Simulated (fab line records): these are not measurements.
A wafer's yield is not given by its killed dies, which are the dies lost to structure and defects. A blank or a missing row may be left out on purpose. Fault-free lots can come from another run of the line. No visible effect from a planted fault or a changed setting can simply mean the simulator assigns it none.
The tool behind it: which one? || flow sky130 || 33 wafers from 11 lots sampled at 2 of the route's 708 steps

== WHAT THE GAUGES READ, wafer by wafer ==
SKY_NWELL_OVL_MEAS_10.
{"lot": "L268", "measured": "day 5 00:01", "on": "overlay-01", "NWELL_00_OVL (nm)": "-1.3 -0.3 -0.5"}
{"lot": "L269", "measured": "day 5 10:42", "on": "overlay-01", "NWELL_00_OVL (nm)": "-0.2 -0.2 -0.7"}
{"lot": "L270", "measured": "day 5 18:27", "on": "overlay-02", "NWELL_00_OVL (nm)": "2.3 1.4 0.6"}
{"lot": "L273", "measured": "day 6 07:43", "on": "overlay-02", "NWELL_00_OVL (nm)": "-1.0 -0.7 0.3"}
{"lot": "L274", "measured": "day 6 13:42", "on": "overlay-01", "NWELL_00_OVL (nm)": "2.2 1.9 3.9"}
{"lot": "L275", "measured": "day 6 18:00", "on": "overlay-02", "NWELL_00_OVL (nm)": "1.9 1.4 2.6"}
{"lot": "L276", "measured": "day 7 00:49", "on": "overlay-01", "NWELL_00_OVL (nm)": "- - -"}
{"lot": "L287", "measured": "day 10 00:49", "on": "overlay-02", "NWELL_00_OVL (nm)": "1.6 2.8 1.4"}
{"lot": "L286", "measured": "day 10 01:13", "on": "overlay-01", "NWELL_00_OVL (nm)": "1.4 -0.5 0.6"}
{"lot": "L288", "measured": "day 10 01:19", "on": "overlay-01", "NWELL_00_OVL (nm)": "1.1 -0.1 2.6"}
{"lot": "L289", "measured": "day 10 07:13", "on": "overlay-01", "NWELL_00_OVL (nm)": "0.8 0.2 0.5"}

== TOOL THAT RAN EACH LOT (tool first, then ch and the chambers of the sampled wafers, then the start) ==
{"lot": "L268", "SKY_NWELL_EXPOSE_07": "ilineStepper-01 ch 0, day 4 15:58"}
{"lot": "L269", "SKY_NWELL_EXPOSE_07": "ilineStepper-02 ch 0, day 5 01:55"}
{"lot": "L270", "SKY_NWELL_EXPOSE_07": "ilineStepper-02 ch 0, day 5 09:11"}
{"lot": "L273", "SKY_NWELL_EXPOSE_07": "ilineStepper-02 ch 0, day 5 23:33"}
{"lot": "L274", "SKY_NWELL_EXPOSE_07": "ilineStepper-02 ch 0, day 6 05:17"}
{"lot": "L275", "SKY_NWELL_EXPOSE_07": "ilineStepper-01 ch 0, day 6 08:32"}
{"lot": "L276", "SKY_NWELL_EXPOSE_07": "ilineStepper-02 ch 0, day 6 14:56"}
{"lot": "L287", "SKY_NWELL_EXPOSE_07": "ilineStepper-01 ch 0, day 9 14:26"}
{"lot": "L286", "SKY_NWELL_EXPOSE_07": "ilineStepper-01 ch 0, day 9 14:40"}
{"lot": "L288", "SKY_NWELL_EXPOSE_07": "ilineStepper-01 ch 0, day 9 15:04"}
{"lot": "L289", "SKY_NWELL_EXPOSE_07": "ilineStepper-02 ch 0, day 9 21:08"}
- SKY_NWELL_EXPOSE_07: exposes mask NWM, target cd 840 nm.

== THE ANSWER, worked out from the rows above alone ==
Rule: what is usual is taken from the lots themselves. Put in order of their means at a reading, lots are off if they are a third of the lots or fewer, leave a main group of 4 or more, and stand apart from it by a gap of 3 or more times the standard deviation of the main group's means; of several such gaps the widest counts. The tables above print the reading to a certain number of digits; a main group whose means all agree to those digits is not used. A lot without any number at a reading at which 4 lots or more have one is off too. All remaining lots with rows at the step are treated as sound.
Off: at SKY_NWELL_OVL_MEAS_10 (NWELL_00_OVL), L276. Without a number there: L276. The main group: mean 0.9 nm, standard deviation 1.1.
If a tool, at a process step before that reading, ran all the lots that are off and no sound lot after the first of them, it fits. Those tools and the gauges at SKY_NWELL_OVL_MEAS_10 are tried in the same way. No candidate that was tried fits.

== WHAT WAS PUT IN BY THE SIMULATOR ==
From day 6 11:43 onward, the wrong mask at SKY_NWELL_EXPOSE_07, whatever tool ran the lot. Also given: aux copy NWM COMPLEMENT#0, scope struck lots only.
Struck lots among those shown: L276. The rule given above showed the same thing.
